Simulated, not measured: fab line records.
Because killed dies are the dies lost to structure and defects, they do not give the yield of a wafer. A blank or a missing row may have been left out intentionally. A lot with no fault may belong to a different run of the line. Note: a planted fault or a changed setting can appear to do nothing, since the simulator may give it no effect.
fab line records	flow sky130
record lots=12	wafers=36	last_day=50
route steps=708 shown VIA3@589 METAL4@598 METAL5@661 PAD_OPEN@708
lots that met no fault: from a run of the same line without faults
start_h: the number of hours between the record's first day and the start of the first shown wafer of the lot	wait_h: hours from the lot's prior step to this one	" unchanged from the row above	L1.1+2: several wafers, shown together as one row	- no value, or no start was given	* or withheld: withheld	< > ~ a bound
route shown NAME@n: NAME is a module with steps in the file, n the number in the route of the first one	usual: mean and standard deviation over wafers with no fault	same: alike in all rows	chamber/n: place in a boat	sites: per-site readings	_std_site: standard deviation across them	_edge_site: inner sites' mean taken away from outer sites' mean	radius_mm: for every site, how far away it sits from the centre of the wafer	mask NAME#n: copy n	behind: the last tool/chamber to shape the wafer	hold: what put the lot on hold/how long, in hours/how the hold closed	device: which transistor (n, p or np) failed to switch	end of line: tests run on the same wafers once the route is complete	a step with no rows: only its recipe	killed: dies lost to structure and defects at the first sort, not the wafer's yield	map: the dies of a wafer, with x for killed, . for not killed, _ for no die there
set.NAME: the setting that was run; set.NAME@STEP: the one run at that earlier step	model.NAME: the simulator's own value behind a step, which no gauge read
steps of the route over a sample of lots; a table a step, a row a wafer
services: a tool's chamber out of use, with start hour (start_h, from the record's first day; less than 0 if before it), hours out, and reason
## steps
# step SKY_VIA3_STRIP_16
# recipe chemistry=O2/N2	power_w=1400	pressure_mtorr=1500	platen_temp_c=withheld	o2_flow_sccm=3000	n2_flow_sccm=300	overash_fraction=0.5
# usual chamber_pressure_mTorr=1499.9/1.5	drypump_motor_current_A=5.8/0.35	oes_product_au=0.403/0.0045	strip_time_to_endpoint_s=4.135/0.02
lot.wafer	tool	chamber	start_h	wait_h	chamber_pressure_mTorr	drypump_motor_current_A	oes_product_au	rf_hours_counter_h	strip_time_to_endpoint_s
L451.1	plasma_asher-04	1	939.93	0.0	1502.6	5.8	0.407	53	4.133
L451.5	"	0	"	"	1500.1	5.4	0.411	-	4.127
L451.6	"	1	"	"	1498.4	5.8	0.408	-	4.131
L452.2	plasma_asher-01	1	956.98	0.0	1500.5	6.1	0.399	16	4.137
L452.4	"	1	"	"	1497.7	6.1	0.408	-	4.171
L452.5	"	1	"	"	1498.9	6.1	0.406	-	4.134
L454.4	plasma_asher-04	0	959.57	0.1	1497.6	5.4	0.398	-	4.111
L454.5	"	0	"	"	1500.2	5.4	0.400	-	4.132
L454.6	"	1	"	"	1499.6	5.8	0.395	-	4.139
L453.1	plasma_asher-03	1	962.89	0.0	1501.4	5.3	0.402	87	4.115
L453.2	"	0	"	"	1499.7	6.2	0.404	87	4.119
L453.6	"	0	"	"	1499.8	6.2	0.398	-	4.118
L456.1	plasma_asher-04	0	972.18	0.0	1502.7	5.4	0.409	56	4.132
L456.5	"	0	"	"	1502.0	5.4	0.404	-	4.171
L456.6	"	1	"	"	1498.8	5.8	0.403	-	4.153
L458.3	plasma_asher-01	0	983.78	0.1	1499.5	6.3	0.410	-	4.143
L458.4	"	1	"	"	1502.3	6.1	0.403	-	4.152
L458.6	"	0	"	"	1502.2	6.3	0.402	-	4.163
L459.1	plasma_asher-01	0	987.74	0.0	1501.5	6.3	0.399	19	4.165
L459.2	"	1	"	"	1500.6	6.1	0.398	19	4.154
L459.4	"	0	"	"	1501.4	6.3	0.404	-	4.159
L460.2	plasma_asher-01	1	1003.44	0.0	1501.5	6.1	0.402	21	4.106
L460.4	"	0	"	"	1502.4	6.3	0.394	-	4.107
L460.6	"	0	"	"	1498.1	6.3	0.396	-	4.124
L461.1	plasma_asher-04	1	1006.89	0.0	1500.1	5.8	0.394	59	4.089
L461.5	"	0	"	"	1500.9	5.4	0.400	-	4.124
L461.6	"	1	"	"	1500.3	5.8	0.402	-	4.106
L463.2	plasma_asher-01	1	1019.14	0.0	1500.5	6.1	0.403	23	4.117
L463.3	"	0	"	"	1500.8	6.3	0.407	-	4.120
L463.6	"	1	"	"	1500.0	6.1	0.396	-	4.150
L466.1	plasma_asher-03	0	1040.79	0.0	1496.1	6.2	0.394	94	4.131
L466.5	"	1	"	"	1500.1	5.3	0.402	-	4.147
L466.6	"	0	"	"	1500.4	6.2	0.398	-	4.116
L474.3	plasma_asher-01	0	1083.13	0.1	1499.7	6.3	0.413	-	4.150
L474.4	"	1	"	"	1500.7	6.1	0.405	-	4.142
L474.5	"	1	"	"	1498.8	6.1	0.401	-	4.141
# step SKY_METAL4_SPUTTER_00
# recipe material=Ti	target_thk_nm=15	power_w=3000	time_s=10	chamber_pressure_pa=0.4
# usual throttle_valve_pct=30.1/1
lot.wafer	tool	chamber	start_h	wait_h	throttle_valve_pct
L451.1	pvd_sputter-01	-	941.33	0.1	29.9
L451.5	"	-	"	"	28.1
L451.6	"	-	"	"	31.6
L452.2	pvd_sputter-01	-	958.32	0.1	29.9
L452.4	"	-	"	"	31.3
L452.5	"	-	"	"	30.5
L454.4	pvd_sputter-02	-	960.86	0.2	30.3
L454.5	"	-	"	"	30.0
L454.6	"	-	"	"	29.7
L453.1	pvd_sputter-02	-	964.39	0.1	29.7
L453.2	"	-	"	"	30.2
L453.6	"	-	"	"	31.0
L456.1	pvd_sputter-02	-	973.43	0.1	29.8
L456.5	"	-	"	"	29.8
L456.6	"	-	"	"	29.7
L458.3	pvd_sputter-02	-	985.43	0.1	28.6
L458.4	"	-	"	"	29.9
L458.6	"	-	"	"	30.0
L459.1	pvd_sputter-02	-	989.00	0.2	30.1
L459.2	"	-	"	"	28.8
L459.4	"	-	"	"	30.1
L460.2	pvd_sputter-02	-	1004.89	0.1	28.6
L460.4	"	-	"	"	30.9
L460.6	"	-	"	"	29.9
L461.1	pvd_sputter-02	-	1008.58	0.1	29.9
L461.5	"	-	"	"	31.1
L461.6	"	-	"	"	28.6
L463.2	pvd_sputter-04	-	1020.44	0.1	30.4
L463.3	"	-	"	"	29.2
L463.6	"	-	"	"	30.5
L466.1	pvd_sputter-01	-	1042.09	0.2	31.2
L466.5	"	-	"	"	31.4
L466.6	"	-	"	"	29.9
L474.3	pvd_sputter-01	-	1088.50	0.1	31.6
L474.4	"	-	"	"	30.3
L474.5	"	-	"	"	29.9
# step SKY_METAL5_SPUTTER_00
# recipe material=Ti	target_thk_nm=15	power_w=3000	time_s=10	chamber_pressure_pa=0.4
# usual throttle_valve_pct=30.0/1.3
lot.wafer	tool	chamber	start_h	wait_h	throttle_valve_pct
L451.1	pvd_sputter-01	-	1016.36	0.2	28.7
L451.5	"	-	"	"	30.6
L451.6	"	-	"	"	28.8
L454.4	pvd_sputter-04	-	1042.42	0.2	28.9
L454.5	"	-	"	"	29.5
L454.6	"	-	"	"	30.2
L452.2	pvd_sputter-01	-	1042.75	0.2	28.8
L452.4	"	-	"	"	29.8
L452.5	"	-	"	"	31.4
L453.1	pvd_sputter-03	-	1043.06	0.1	29.7
L453.2	"	-	"	"	30.2
L453.6	"	-	"	"	30.1
L456.1	pvd_sputter-03	-	1046.46	0.2	29.7
L456.5	"	-	"	"	30.4
L456.6	"	-	"	"	30.0
L458.3	pvd_sputter-01	-	1057.96	0.1	30.2
L458.4	"	-	"	"	29.8
L458.6	"	-	"	"	30.2
L459.1	pvd_sputter-04	-	1062.05	0.2	32.7
L459.2	"	-	"	"	29.1
L459.4	"	-	"	"	30.3
L460.2	pvd_sputter-04	-	1075.88	0.1	30.5
L460.4	"	-	"	"	29.6
L460.6	"	-	"	"	29.2
L461.1	pvd_sputter-04	-	1079.08	0.2	30.2
L461.5	"	-	"	"	32.6
L461.6	"	-	"	"	30.7
L463.2	pvd_sputter-03	-	1092.70	0.2	30.2
L463.3	"	-	"	"	29.8
L463.6	"	-	"	"	27.5
L466.1	pvd_sputter-03	-	1112.82	0.2	29.8
L466.5	"	-	"	"	30.0
L466.6	"	-	"	"	30.1
L474.3	pvd_sputter-04	-	1148.87	0.2	32.5
L474.4	"	-	"	"	29.0
L474.5	"	-	"	"	29.6
# step SKY_METAL5_SPUTTER_01
# recipe material=TiN	target_thk_nm=20	power_w=6500	time_s=16.7	chamber_pressure_pa=0.4
# usual throttle_valve_pct=30.0/1.3
lot.wafer	tool	chamber	start_h	wait_h	throttle_valve_pct
L451.1	pvd_sputter-01	-	1016.38	0.0	28.5
L451.5	"	-	"	"	30.5
L451.6	"	-	"	"	28.4
L454.4	pvd_sputter-04	-	1042.44	0.0	29.2
L454.5	"	-	"	"	29.7
L454.6	"	-	"	"	30.2
L452.2	pvd_sputter-01	-	1042.77	0.0	28.6
L452.4	"	-	"	"	30.1
L452.5	"	-	"	"	31.4
L453.1	pvd_sputter-03	-	1043.08	0.0	29.8
L453.2	"	-	"	"	30.2
L453.6	"	-	"	"	29.8
L456.1	pvd_sputter-03	-	1046.48	0.0	29.6
L456.5	"	-	"	"	30.2
L456.6	"	-	"	"	30.1
L458.3	pvd_sputter-01	-	1057.98	0.0	30.6
L458.4	"	-	"	"	30.2
L458.6	"	-	"	"	30.5
L459.1	pvd_sputter-04	-	1062.07	0.0	32.7
L459.2	"	-	"	"	29.0
L459.4	"	-	"	"	30.2
L460.2	pvd_sputter-04	-	1075.90	0.0	30.5
L460.4	"	-	"	"	29.7
L460.6	"	-	"	"	29.2
L461.1	pvd_sputter-04	-	1079.10	0.0	30.1
L461.5	"	-	"	"	32.4
L461.6	"	-	"	"	30.3
L463.2	pvd_sputter-03	-	1092.72	0.0	29.9
L463.3	"	-	"	"	29.9
L463.6	"	-	"	"	28.0
L466.1	pvd_sputter-03	-	1112.85	0.0	29.7
L466.5	"	-	"	"	30.2
L466.6	"	-	"	"	29.7
L474.3	pvd_sputter-04	-	1148.89	0.0	32.7
L474.4	"	-	"	"	29.3
L474.5	"	-	"	"	29.6
# step SKY_PAD_OPEN_PROBE_99
# usual defect_limited_yield=82.9/1.8	killed_at_M0_to_M3=42/7.2	killed_at_M4_up=3.2/1.8	killed_at_contacts=24/5.4	killed_at_front_end=15/4	killed_at_other=0.3/0.59	killed_dies=84/9	killed_open=46/7.1	killed_short=38/6	sort_bin_3_pad_short=0.8/0.41	sort_bin_5_function=10.1/1.3	sort_bin_6_memory=6.3/1.2	sort_n_pass=408/9	sort_yield_pct=82.9/1.8
# same gross_dies=492	killed_at_back_side=0	sort_bin_4_leakage[%]=0	sort_bin_8_speed[%]=0
lot.wafer	tool	chamber	start_h	wait_h	hold	defect_limited_yield[%]	killed_at_M0_to_M3	killed_at_M4_up	killed_at_contacts	killed_at_front_end	killed_at_other	killed_dies	killed_open	killed_short	sort_bin_3_pad_short[%]	sort_bin_5_function[%]	sort_bin_6_memory[%]	sort_n_pass	sort_yield_pct[%]
L451.1	prober-01	-	1087.45	0.1	-	82.1	54	2	24	8	0	88	48	40	1.6	10.6	5.7	404	82.1
L451.5	prober-01	-	1087.65	0.2	-	83.3	45	3	16	16	2	82	34	47	0.4	8.7	7.5	410	83.3
L451.6	prober-01	-	1087.70	0.2	-	82.5	41	6	25	13	1	86	41	44	0.6	9.8	7.1	406	82.5
L454.4	prober-02	-	1108.59	0.2	-	80.7	50	6	29	10	0	95	50	45	1.4	11.2	6.7	397	80.7
L454.5	prober-02	-	1108.64	0.2	-	80.1	47	5	26	20	0	98	50	48	1.0	10.2	8.7	394	80.1
L454.6	prober-02	-	1108.69	0.2	-	80.1	50	0	34	13	1	98	56	42	0.8	11.0	8.1	394	80.1
L452.2	prober-01	-	1109.35	0.1	-	82.9	41	4	20	19	0	84	48	35	0.4	10.0	6.7	408	82.9
L452.4	prober-01	-	1109.45	0.2	-	81.9	37	3	24	24	1	89	46	43	1.2	10.8	6.1	403	81.9
L452.5	prober-01	-	1109.50	0.2	-	82.1	31	2	37	18	0	88	54	34	1.2	9.6	7.1	404	82.1
L453.1	prober-02	-	1109.94	0.1	-	82.9	41	0	26	17	0	84	49	35	1.8	8.9	6.3	408	82.9
L453.2	prober-02	-	1109.99	0.1	-	77.4	47	3	40	21	0	111	60	51	0.8	12.8	8.9	381	77.4
L453.6	prober-02	-	1110.19	0.2	-	82.3	51	2	23	11	0	87	45	40	0.8	10.6	6.3	405	82.3
L456.1	prober-01	-	1112.23	0.1	-	82.7	35	1	36	13	0	85	60	25	1.0	9.3	6.9	407	82.7
L456.5	prober-01	-	1112.43	0.2	-	85.8	24	4	30	11	1	70	35	34	0.8	7.1	6.3	422	85.8
L456.6	prober-01	-	1112.48	0.2	-	84.1	39	1	25	12	1	78	47	30	1.0	8.3	6.5	414	84.1
L458.3	prober-02	-	1127.16	0.2	-	83.3	35	6	24	17	0	82	45	37	0.6	10.6	5.5	410	83.3
L458.4	prober-02	-	1127.21	0.2	-	85.6	38	4	15	14	0	71	46	25	0.4	9.3	4.7	421	85.6
L458.6	prober-02	-	1127.31	0.2	-	84.1	36	5	23	14	0	78	43	35	1.2	10.4	4.3	414	84.1
L459.1	prober-01	-	1128.56	0.1	-	82.9	52	3	19	9	1	84	41	40	0.2	9.6	7.3	408	82.9
L459.2	prober-01	-	1128.61	0.1	-	80.3	55	5	27	10	0	97	54	43	0	12.8	6.9	395	80.3
L459.4	prober-01	-	1128.71	0.2	-	82.1	47	0	27	14	0	88	42	46	0.8	11.0	6.1	404	82.1
L460.2	prober-02	-	1137.97	0.1	-	81.7	45	3	28	12	2	90	44	46	0.6	12.4	5.3	402	81.7
L460.4	prober-02	-	1138.07	0.2	-	80.3	53	5	22	17	0	97	51	46	1.2	11.6	6.9	395	80.3
L460.6	prober-02	-	1138.17	0.2	-	83.3	41	3	25	13	0	82	52	30	0.8	8.9	6.9	410	83.3
L461.1	prober-01	-	1145.93	0.1	await_dispo/6.2h/release	72.4	94	2	24	16	0	136	43	31	4.9	16.1	6.7	356	72.4
L461.5	prober-01	-	1146.13	0.2	await_dispo/6.2h/release	81.9	63	2	14	10	0	89	41	25	2.2	10.6	5.3	403	81.9
L461.6	prober-01	-	1146.18	0.2	await_dispo/6.2h/release	72.8	97	2	16	19	0	134	37	31	4.1	16.3	6.9	358	72.8
L463.2	prober-02	-	1156.17	0.1	-	82.9	42	3	22	17	0	84	44	40	1.0	10.4	5.7	408	82.9
L463.3	prober-02	-	1156.22	0.2	-	81.1	47	3	20	23	0	93	49	44	0.8	9.8	8.3	399	81.1
L463.6	prober-02	-	1156.37	0.2	-	85.8	34	0	26	10	0	70	44	26	0.8	8.1	5.3	422	85.8
L466.1	prober-02	-	1171.13	0.1	-	84.1	45	6	19	8	0	78	33	44	1.0	9.8	5.1	414	84.1
L466.5	prober-02	-	1171.33	0.2	-	81.7	49	4	21	15	1	90	45	45	0	11.4	6.9	402	81.7
L466.6	prober-02	-	1171.38	0.2	-	85.8	27	7	20	15	1	70	37	32	0.8	9.1	4.3	422	85.8
L474.3	prober-02	-	1200.06	0.2	-	85.2	38	3	19	13	0	73	32	39	0.6	7.5	6.7	419	85.2
L474.4	prober-02	-	1200.11	0.2	-	85.4	34	2	24	12	0	72	42	30	0.4	10.0	4.3	420	85.4
L474.5	prober-02	-	1200.16	0.2	-	81.7	46	4	30	10	0	90	44	46	1.4	10.6	6.3	402	81.7
# killed by level:class
L451.1 VIA1:geometric_particle:open=12 CONTACT:geometric_particle:open=9 VIA3:geometric_particle:open=9 METAL2:geometric_particle:short=9 VIA2:geometric_particle:open=6 CONTACT:geometric_particle:short=5 METAL3:geometric_particle:short=5 LI_CONTACT:geometric_particle:open=4
L451.5 POLY_GATE:geometric_particle:short=8 VIA2:geometric_particle:short=8 VIA1:geometric_particle:open=8 METAL1:geometric_particle:short=7 VIA2:geometric_particle:open=7 LOCAL_INTERCONNECT:geometric_particle:short=6 METAL2:geometric_particle:short=5 CONTACT:geometric_particle:open=4
L451.6 VIA1:geometric_particle:open=10 VIA2:geometric_particle:open=8 LI_CONTACT:geometric_particle:open=7 METAL2:geometric_particle:short=7 LOCAL_INTERCONNECT:geometric_particle:short=6 CONTACT:geometric_particle:open=6 POLY_GATE:geometric_particle:short=5 CONTACT:geometric_particle:short=5
L454.4 CONTACT:geometric_particle:open=16 METAL1:geometric_particle:short=10 VIA1:geometric_particle:open=9 VIA3:geometric_particle:open=8 METAL2:geometric_particle:short=7 LI_CONTACT:geometric_particle:short=5 VIA3:geometric_particle:short=5 METAL4:geometric_particle:short=4
L454.5 VIA1:geometric_particle:open=13 CONTACT:geometric_particle:open=10 FIELD_ISO:geometric_particle:short=7 VIA3:geometric_particle:open=7 METAL2:geometric_particle:short=6 METAL3:geometric_particle:short=6 LOCAL_INTERCONNECT:geometric_particle:short=5 POLY_GATE:geometric_particle:open=5
L454.6 VIA1:geometric_particle:open=14 CONTACT:geometric_particle:open=9 METAL2:geometric_particle:short=9 VIA2:geometric_particle:open=8 LI_CONTACT:geometric_particle:open=7 FIELD_ISO:geometric_particle:open=6 LOCAL_INTERCONNECT:geometric_particle:short=6 LI_CONTACT:geometric_particle:short=5
L452.2 VIA1:geometric_particle:open=10 CONTACT:geometric_particle:open=8 METAL1:geometric_particle:short=7 LI_CONTACT:geometric_particle:open=6 VIA1:geometric_particle:short=5 FIELD_ISO:geometric_particle:open=4 POLY_GATE:geometric_particle:open=4 VIA3:geometric_particle:open=4
L452.4 VIA1:geometric_particle:open=11 METAL2:geometric_particle:short=9 CONTACT:geometric_particle:short=8 CONTACT:geometric_particle:open=8 METAL1:geometric_particle:short=6 POLY_GATE:geometric_particle:open=5 SPACER:geometric_particle:open=5 FIELD_ISO:geometric_particle:open=4
L452.5 CONTACT:geometric_particle:open=14 VIA1:geometric_particle:open=9 LI_CONTACT:geometric_particle:open=8 LOCAL_INTERCONNECT:geometric_particle:short=7 METAL1:geometric_particle:short=6 SPACER:geometric_particle:open=5 POLY_GATE:geometric_particle:open=4 VIA1:geometric_particle:short=4
L453.1 VIA3:geometric_particle:open=9 VIA1:geometric_particle:open=9 CONTACT:geometric_particle:open=8 METAL2:geometric_particle:short=6 VIA2:geometric_particle:open=6 FIELD_ISO:geometric_particle:short=5 LI_CONTACT:geometric_particle:open=5 LOCAL_INTERCONNECT:geometric_particle:short=5
L453.2 CONTACT:geometric_particle:open=15 VIA2:geometric_particle:open=9 LI_CONTACT:geometric_particle:open=8 VIA1:geometric_particle:short=7 POLY_GATE:geometric_particle:short=6 LOCAL_INTERCONNECT:geometric_particle:short=6 VIA1:geometric_particle:open=6 VIA3:geometric_particle:open=6
L453.6 VIA1:geometric_particle:open=16 LI_CONTACT:geometric_particle:open=7 LOCAL_INTERCONNECT:geometric_particle:short=6 METAL2:geometric_particle:short=6 CONTACT:geometric_particle:open=5 VIA3:geometric_particle:open=5 VIA1:geometric_particle:short=5 VIA3:geometric_particle:short=4
L456.1 CONTACT:geometric_particle:open=13 LI_CONTACT:geometric_particle:open=10 VIA1:geometric_particle:open=10 VIA2:geometric_particle:open=9 LOCAL_INTERCONNECT:geometric_particle:short=6 FIELD_ISO:geometric_particle:open=5 VIA3:geometric_particle:open=5 POLY_GATE:geometric_particle:open=4
L456.5 CONTACT:geometric_particle:short=9 LI_CONTACT:geometric_particle:open=8 CONTACT:geometric_particle:open=5 VIA1:geometric_particle:open=5 VIA2:geometric_particle:open=4 METAL4:geometric_particle:short=4 FIELD_ISO:geometric_particle:short=3 LI_CONTACT:geometric_particle:short=3
L456.6 VIA1:geometric_particle:open=10 VIA2:geometric_particle:open=9 LI_CONTACT:geometric_particle:open=8 CONTACT:geometric_particle:open=7 CONTACT:geometric_particle:short=5 VIA3:geometric_particle:open=5 LOCAL_INTERCONNECT:geometric_particle:short=4 METAL1:geometric_particle:short=4
L458.3 CONTACT:geometric_particle:open=10 VIA1:geometric_particle:open=9 VIA2:geometric_particle:open=8 POLY_GATE:geometric_particle:open=6 CONTACT:geometric_particle:short=6 FIELD_ISO:geometric_particle:open=4 LI_CONTACT:geometric_particle:open=4 LOCAL_INTERCONNECT:geometric_particle:short=4
L458.4 VIA1:geometric_particle:open=15 CONTACT:geometric_particle:open=7 FIELD_ISO:geometric_particle:open=5 VIA3:geometric_particle:open=5 LI_CONTACT:geometric_particle:open=4 METAL1:geometric_particle:short=4 POLY_GATE:geometric_particle:open=3 POLY_GATE:geometric_particle:short=3
L458.6 CONTACT:geometric_particle:open=12 VIA3:geometric_particle:open=9 VIA2:geometric_particle:open=7 LI_CONTACT:geometric_particle:open=5 METAL4:geometric_particle:short=5 POLY_GATE:geometric_particle:short=4 FIELD_ISO:geometric_particle:short=4 VIA1:geometric_particle:short=4
L459.1 VIA1:geometric_particle:open=14 METAL2:geometric_particle:short=7 CONTACT:geometric_particle:open=6 VIA1:geometric_particle:short=6 LI_CONTACT:geometric_particle:open=5 VIA2:geometric_particle:open=5 VIA2:geometric_particle:short=5 VIA3:geometric_particle:short=4
L459.2 VIA1:geometric_particle:open=16 METAL2:geometric_particle:short=14 CONTACT:geometric_particle:open=10 VIA3:geometric_particle:open=9 VIA2:geometric_particle:open=6 LOCAL_INTERCONNECT:geometric_particle:short=5 LI_CONTACT:geometric_particle:open=4 LI_CONTACT:geometric_particle:short=4
L459.4 VIA1:geometric_particle:open=14 METAL2:geometric_particle:short=8 CONTACT:geometric_particle:open=8 VIA1:geometric_particle:short=7 LI_CONTACT:geometric_particle:short=6 VIA3:geometric_particle:open=6 FIELD_ISO:geometric_particle:open=5 LI_CONTACT:geometric_particle:open=5
L460.2 VIA3:geometric_particle:open=8 CONTACT:geometric_particle:open=7 CONTACT:geometric_particle:short=7 VIA1:geometric_particle:open=7 POLY_GATE:geometric_particle:short=6 LI_CONTACT:geometric_particle:open=6 METAL2:geometric_particle:short=6 VIA2:geometric_particle:open=6
L460.4 VIA1:geometric_particle:open=12 CONTACT:geometric_particle:open=9 VIA2:geometric_particle:open=7 FIELD_ISO:geometric_particle:short=5 CONTACT:geometric_particle:short=5 METAL1:geometric_particle:short=5 METAL3:geometric_particle:short=5 VIA3:geometric_particle:open=5
L460.6 VIA1:geometric_particle:open=11 LI_CONTACT:geometric_particle:open=8 CONTACT:geometric_particle:open=8 VIA3:geometric_particle:open=7 FIELD_ISO:geometric_particle:open=6 METAL1:geometric_particle:short=6 VIA2:geometric_particle:open=6 CONTACT:geometric_particle:short=5
L461.1 VIA3:unspecified=60 CONTACT:geometric_particle:open=11 VIA1:geometric_particle:open=8 VIA2:geometric_particle:open=5 LI_CONTACT:geometric_particle:open=5 VIA2:geometric_particle:short=5 LI_CONTACT:geometric_particle:short=4 METAL1:geometric_particle:short=4
L461.5 VIA3:unspecified=23 VIA1:geometric_particle:open=16 CONTACT:geometric_particle:open=5 VIA2:geometric_particle:open=5 VIA3:geometric_particle:open=4 METAL2:geometric_particle:short=4 VIA2:geometric_particle:short=4 FIELD_ISO:geometric_particle:short=3
L461.6 VIA3:unspecified=66 VIA1:geometric_particle:open=9 CONTACT:geometric_particle:open=8 FIELD_ISO:geometric_particle:short=6 VIA3:geometric_particle:open=6 METAL1:geometric_particle:short=5 POLY_GATE:geometric_particle:open=4 LI_CONTACT:geometric_particle:open=4
L463.2 VIA1:geometric_particle:open=12 VIA2:geometric_particle:open=8 FIELD_ISO:geometric_particle:short=7 VIA1:geometric_particle:short=6 POLY_GATE:geometric_particle:short=5 LI_CONTACT:geometric_particle:open=5 LOCAL_INTERCONNECT:geometric_particle:short=5 CONTACT:geometric_particle:open=5
L463.3 VIA1:geometric_particle:open=10 CONTACT:geometric_particle:open=9 METAL2:geometric_particle:short=8 VIA2:geometric_particle:open=7 FIELD_ISO:geometric_particle:short=6 POLY_GATE:geometric_particle:open=5 LI_CONTACT:geometric_particle:open=4 METAL1:geometric_particle:short=4
L463.6 LI_CONTACT:geometric_particle:open=11 VIA2:geometric_particle:open=8 CONTACT:geometric_particle:open=6 VIA1:geometric_particle:open=6 VIA1:geometric_particle:short=5 VIA3:geometric_particle:open=5 LOCAL_INTERCONNECT:geometric_particle:short=4 METAL3:geometric_particle:short=4
L466.1 VIA1:geometric_particle:open=11 CONTACT:geometric_particle:open=7 VIA2:geometric_particle:open=7 METAL1:geometric_particle:short=6 VIA2:geometric_particle:short=6 METAL2:geometric_particle:short=6 CONTACT:geometric_particle:short=5 METAL4:geometric_particle:short=5
L466.5 METAL2:geometric_particle:short=12 CONTACT:geometric_particle:open=9 VIA1:geometric_particle:open=9 CONTACT:geometric_particle:short=8 VIA3:geometric_particle:open=7 POLY_GATE:geometric_particle:short=6 VIA2:geometric_particle:open=6 FIELD_ISO:geometric_particle:open=3
L466.6 LI_CONTACT:geometric_particle:open=8 VIA1:geometric_particle:open=6 LOCAL_INTERCONNECT:geometric_particle:short=5 CONTACT:geometric_particle:open=5 VIA3:geometric_particle:short=5 POLY_GATE:geometric_particle:short=4 VIA3:geometric_particle:open=4 VIA1:geometric_particle:short=3
L474.3 VIA2:geometric_particle:open=9 POLY_GATE:geometric_particle:short=7 METAL1:geometric_particle:short=6 VIA1:geometric_particle:short=6 CONTACT:geometric_particle:open=5 VIA1:geometric_particle:open=5 METAL2:geometric_particle:short=5 LI_CONTACT:geometric_particle:open=4
L474.4 CONTACT:geometric_particle:open=9 LI_CONTACT:geometric_particle:open=7 VIA1:geometric_particle:open=7 METAL2:geometric_particle:short=6 FIELD_ISO:geometric_particle:open=4 VIA2:geometric_particle:open=4 VIA3:geometric_particle:open=4 POLY_GATE:geometric_particle:open=3
L474.5 VIA2:geometric_particle:open=9 VIA3:geometric_particle:open=7 LOCAL_INTERCONNECT:geometric_particle:short=7 CONTACT:geometric_particle:short=7 CONTACT:geometric_particle:open=7 VIA1:geometric_particle:open=6 LI_CONTACT:geometric_particle:open=5 METAL1:geometric_particle:short=5
## services
tool	chamber	start_h	hours	kind
pvd_sputter-03	-	939.44	8.1	repair
plasma_asher-01	-	962.56	0.5	repair
plasma_asher-04	-	964.23	2.4	repair
pvd_sputter-02	-	975.52	0.5	repair
pvd_sputter-01	-	986.81	5.0	repair
pvd_sputter-01	-	994.27	3.0	repair
pvd_sputter-01	-	1001.47	4.3	repair
pvd_sputter-02	-	1011.14	3.4	repair
plasma_asher-03	-	1012.01	1.4	repair
pvd_sputter-01	-	1026.42	1.4	repair
plasma_asher-03	-	1034.58	5.4	repair
pvd_sputter-01	-	1061.81	15.0	repair
plasma_asher-01	-	1063.15	4.8	repair
plasma_asher-01	-	1075.30	5.4	repair
pvd_sputter-04	-	1122.24	18.3	repair
pvd_sputter-02	-	1144.05	1.5	repair
plasma_asher-04	-	1148.64	4.3	pm
## key
first_sign step=SKY_PAD_OPEN_PROBE_99	reading=sort_bin_3_pad_short	direction=up	sigmas=7.1	usual=0.8	struck=3.7
effect step=SKY_PAD_OPEN_PROBE_99	reading=killed_at_M0_to_M3	direction=up	sigmas=5.9	usual=42	struck=85
met_at SKY_VIA3_STRIP_16
struck_lots L461
not_acting_at SKY_METAL4_SPUTTER_00,SKY_METAL5_SPUTTER_00,SKY_METAL5_SPUTTER_01
onset_between 972.18 1006.89
fault kind=chamber_particle_source	tool=plasma_asher-04	chamber=-	onset_h=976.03	steps=SKY_VIA3_STRIP_16	rate_per_visit_cm2=1.5235
